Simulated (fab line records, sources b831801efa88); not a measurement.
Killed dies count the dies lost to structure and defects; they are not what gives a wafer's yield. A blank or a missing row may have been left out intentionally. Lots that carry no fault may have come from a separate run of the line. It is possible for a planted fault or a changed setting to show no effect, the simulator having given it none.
Chamber matching || flow gf180mcu || rie_diel-04 running GF_SAB_ETCH_11: 4 sister chambers
The step etches SiO2 in C4F8/O2/Ar, target depth 55 nm, time 8.5 s. 4 wafers are shown with their chamber, then 8 later ones without.

WAFERS, EACH WITH ITS CHAMBER
{"wafer": "L504.2", "chamber": 0, "oes_product_au (a.u.)": 0.993}
{"wafer": "L504.3", "chamber": 3, "oes_product_au (a.u.)": 1.018}
{"wafer": "L504.4", "chamber": 2, "oes_product_au (a.u.)": 0.989}
{"wafer": "L505.2", "chamber": 1, "oes_product_au (a.u.)": 0.988}

WAFERS WITHOUT THEIR CHAMBER
{"wafer": "L505.4", "oes_product_au (a.u.)": 1.026}
{"wafer": "L505.6", "oes_product_au (a.u.)": 0.997}
{"wafer": "L506.2", "oes_product_au (a.u.)": 1.005}
{"wafer": "L506.3", "oes_product_au (a.u.)": 0.988}
{"wafer": "L506.5", "oes_product_au (a.u.)": 1.013}
{"wafer": "L507.1", "oes_product_au (a.u.)": 0.984}
{"wafer": "L507.3", "oes_product_au (a.u.)": 0.979}
{"wafer": "L507.6", "oes_product_au (a.u.)": 0.984}

EACH ONE'S CHAMBER
{"wafer": "L505.4", "from the rows above": 3, "in truth": 3}
{"wafer": "L505.6", "from the rows above": "can't be placed: 0 or 2 or 1", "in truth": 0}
{"wafer": "L506.2", "from the rows above": "can't be placed: 0 or 3 or 2 or 1", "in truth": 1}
{"wafer": "L506.3", "from the rows above": "can't be placed: 1 or 2 or 0", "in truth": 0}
{"wafer": "L506.5", "from the rows above": 3, "in truth": 3}
{"wafer": "L507.1", "from the rows above": "can't be placed: 1 or 2 or 0", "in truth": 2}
{"wafer": "L507.3", "from the rows above": "can't be placed: 1 or 2 or 0", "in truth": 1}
{"wafer": "L507.6", "from the rows above": "can't be placed: 1 or 2 or 0", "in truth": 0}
Correctly placed: 2 of 8. Not placeable from these rows: 6 (in 6, the candidates include the true chamber). Number placed wrongly: 0.
How it was worked out, from the rows above alone: a wafer's distance from a chamber is the root of the sum, over the readings, of the square of ((its reading less the chamber's mean) divided by the reading's scatter). If the next closest chamber is less than 2 further off than the closest, the wafer can't be placed; otherwise it belongs to the closest. For every chamber, the mean is computed from those of its wafers that are shown. The scatter (one wafer shown for each chamber): square how far every hidden wafer sits from the nearest shown wafer, average those squares and take the square root.
